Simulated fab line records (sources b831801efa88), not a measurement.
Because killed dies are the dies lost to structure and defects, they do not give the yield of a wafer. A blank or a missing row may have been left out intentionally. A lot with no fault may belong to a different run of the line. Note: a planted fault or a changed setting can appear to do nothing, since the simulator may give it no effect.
Which of the tools did it? ; flow sky130 ; Sampling: 13 lots, 38 wafers, 5 of 708 route steps

## WHAT THE GAUGES READ, wafer by wafer
SKY_DNWELL_TW_MEAS_09.
lot;measured;on;DNWELL_TW
L420;day 3 10:11;film-metro-04;1120 1115 1117
L421;day 3 13:26;film-metro-03;1119 1122 1123
L422;day 3 21:29;film-metro-02;1096 1101 1098
L423;day 4 04:05;film-metro-02;1109 1107 1102
L424;day 4 07:03;film-metro-03;1117 1121 1124
L425;day 4 12:06;film-metro-04;1122 1128 1131
L427;day 5 00:57;film-metro-02;1095 1099 1102
L428;day 5 05:08;film-metro-03;1123 1122 1120
L430;day 5 13:56;film-metro-02;1098 1098 1096
L433;day 6 07:42;film-metro-03;1129 1129
L439;day 7 16:38;film-metro-02;1103 1103 1097
L441;day 8 03:31;film-metro-04;1114 1120 1120
L442;day 9 00:05;film-metro-04;1121 1121 1116

SKY_SONOS_TUNNEL_OVL_MEAS_08.
lot;measured;on;SONOS_TUNNEL_OVL (nm)
L420;day 11 14:19;overlay-02;-2.9 -0.2 -2.6
L421;day 11 20:58;overlay-02;-2.2 0.3 -0.2
L422;day 12 09:52;overlay-02;0.1 -2.1 -2.3
L423;day 12 17:43;overlay-02;-3.3 -4.0 -2.3
L424;day 12 23:01;overlay-02;-2.4 -2.0 -0.9
L425;day 13 05:28;overlay-02;-0.1 2.3 -0.9
L427;day 13 23:52;overlay-02;-1.7 0.6 -1.1
L428;day 14 06:46;overlay-01;-0.2 -0.8 -1.1
L430;day 14 21:07;overlay-01;-0.2 1.4 0.9
L433;day 15 18:25;overlay-01;-0.1 0.0
L439;day 17 21:41;overlay-02;-1.1 1.0 -1.3
L441;day 18 16:13;overlay-02;-1.7 -0.7 -0.4
L442;day 19 22:16;overlay-01;1.5 1.5 2.1

SKY_LDD_HVN_OVL_MEAS_07.
lot;measured;on;LDD_HVN_OVL (nm)
L420;day 20 14:21;overlay-01;1.3 2.8 2.8
L421;day 20 20:36;overlay-01;-0.3 0.0 -0.9
L422;day 21 11:45;overlay-01;-0.2 0.1 -0.1
L423;day 21 18:08;overlay-02;0.2 -0.3 0.6
L424;day 22 05:48;overlay-02;-1.1 -2.1 -2.0
L425;day 22 14:09;overlay-01;1.6 2.4 1.8
L427;day 23 09:46;overlay-02;1.5 2.5 1.8
L428;day 23 14:05;overlay-02;1.8 1.8 3.3
L430;day 24 10:53;overlay-02;0.8 1.5 -0.7
L433;day 25 05:44;overlay-02;-1.3 0.8
L439;day 27 07:35;overlay-02;0.2 1.0 1.1
L441;day 28 01:35;overlay-02;0.8 0.1 2.5
L442;day 29 04:39;overlay-02;-2.6 -1.6 -0.8

SKY_VIA3_THK_MEAS_01.
lot;measured;on;VIA3_HDPCVD_THK (nm)
L420;day 38 17:22;film-metro-03;1646 1644 1652
L421;day 38 23:47;film-metro-03;1631 1646 1658
L422;day 39 10:14;film-metro-02;1618 1628 1606
L423;day 39 18:14;film-metro-03;1609 1602 1617
L424;day 40 04:38;film-metro-01;1618 1616 1633
L425;day 40 08:09;film-metro-02;1606 1646 1621
L427;day 41 02:41;film-metro-02;1638 1623 1606
L428;day 41 03:36;film-metro-02;1641 1635 1634
L430;day 41 20:21;film-metro-03;1241 1606 1211
L433;day 42 12:29;film-metro-03;1241 1229
L439;day 44 03:52;film-metro-02;1622 1634 1650
L441;day 44 17:41;film-metro-02;1646 1639 1635
L442;day 46 00:15;film-metro-02;1653 1613 1636

## WHICH TOOL RAN EACH LOT (tool, then ch and the chambers of the sampled wafers, then the start)
lot;SKY_VIA3_HDPCVD_00
L420;hdpcvd-02 ch 0,2, day 38 17:12
L421;hdpcvd-02 ch 0,1, day 38 23:37
L422;hdpcvd-01 ch 1,2, day 39 10:05
L423;hdpcvd-01 ch 0,1,2, day 39 18:02
L424;hdpcvd-02 ch 1,2, day 40 04:28
L425;hdpcvd-01 ch 1,2, day 40 07:59
L427;hdpcvd-01 ch 1,2, day 41 02:31
L428;hdpcvd-01 ch 1,2, day 41 03:26
L430;hdpcvd-01 ch 0,1, day 41 20:11
L433;hdpcvd-01 ch 0,1, day 42 12:19
L439;hdpcvd-02 ch 0,1,2, day 44 03:42
L441;hdpcvd-02 ch 0,2, day 44 17:30
L442;hdpcvd-02 ch 1,2, day 46 00:05
- SKY_VIA3_HDPCVD_00: deposits SiO2, target thk 1635 nm, time 272.5 s.

## WHAT THE TOOLS THEMSELVES READ (means of the sampled wafers that have a number; where no wafer has one, the mark that the record gives instead)
SKY_VIA3_HDPCVD_00.
lot;tool;run-length-s (s)
L420;hdpcvd-02;300.7
L421;hdpcvd-02;300.0
L422;hdpcvd-01;300.1
L423;hdpcvd-01;300.6
L424;hdpcvd-02;300.3
L425;hdpcvd-01;300.1
L427;hdpcvd-01;300.0
L428;hdpcvd-01;299.9
L430;hdpcvd-01;256.9
L433;hdpcvd-01;235.3
L439;hdpcvd-02;300.5
L441;hdpcvd-02;300.9
L442;hdpcvd-02;300.7

## THE ANSWER, worked out from the rows above alone
Rule: the lots themselves supply what counts as usual. Put in order of their means at a reading, lots are off if they are a third of the lots or fewer, leave a main group of 4 or more, and stand apart from it by a gap of 3 or more times the standard deviation of the main group's means; of several such gaps the widest counts. The tables above print the reading to a certain number of digits; a main group whose means all agree to those digits is not used. A lot without any number at a reading at which 4 lots or more have one is off too. The other lots that the step has rows for count as sound. The gauges are gone through in route order, then the tools' own readings, and for those a lot's mean is taken as printed above. The first step at which some lot is off is used, and at that step the reading that is off furthest; a lot without a number counts as furthest.
Off: L430, L433, at SKY_VIA3_THK_MEAS_01 (VIA3_HDPCVD_THK). Mean 1630 nm and standard deviation 11 in the main group.
If a tool, at a process step before that reading, ran all the lots that are off and no sound lot after the first of them, it fits. Not tried: the gauges at SKY_VIA3_THK_MEAS_01; whatever is off there is also off at SKY_VIA3_HDPCVD_00, on other tools, and gauge error can't account for it. One fits: SKY_VIA3_HDPCVD_00 on hdpcvd-01. A fault onset in the window from L428 (day 41 03:26, its last sound lot) to L430 (day 41 20:11, its first lot off) fits.
On the lots that are off, the tool's own readings at SKY_VIA3_HDPCVD_00 differ by more than 5 times the standard deviation of the sound lots' means, which bears it out; run-length-s reads 246.1 s there versus 300.3 s on the sound lots.

## WHAT THE SIMULATOR HAD INSERTED
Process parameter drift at SKY_VIA3_HDPCVD_00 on hdpcvd-01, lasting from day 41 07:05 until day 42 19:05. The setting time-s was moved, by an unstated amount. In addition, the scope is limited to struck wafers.
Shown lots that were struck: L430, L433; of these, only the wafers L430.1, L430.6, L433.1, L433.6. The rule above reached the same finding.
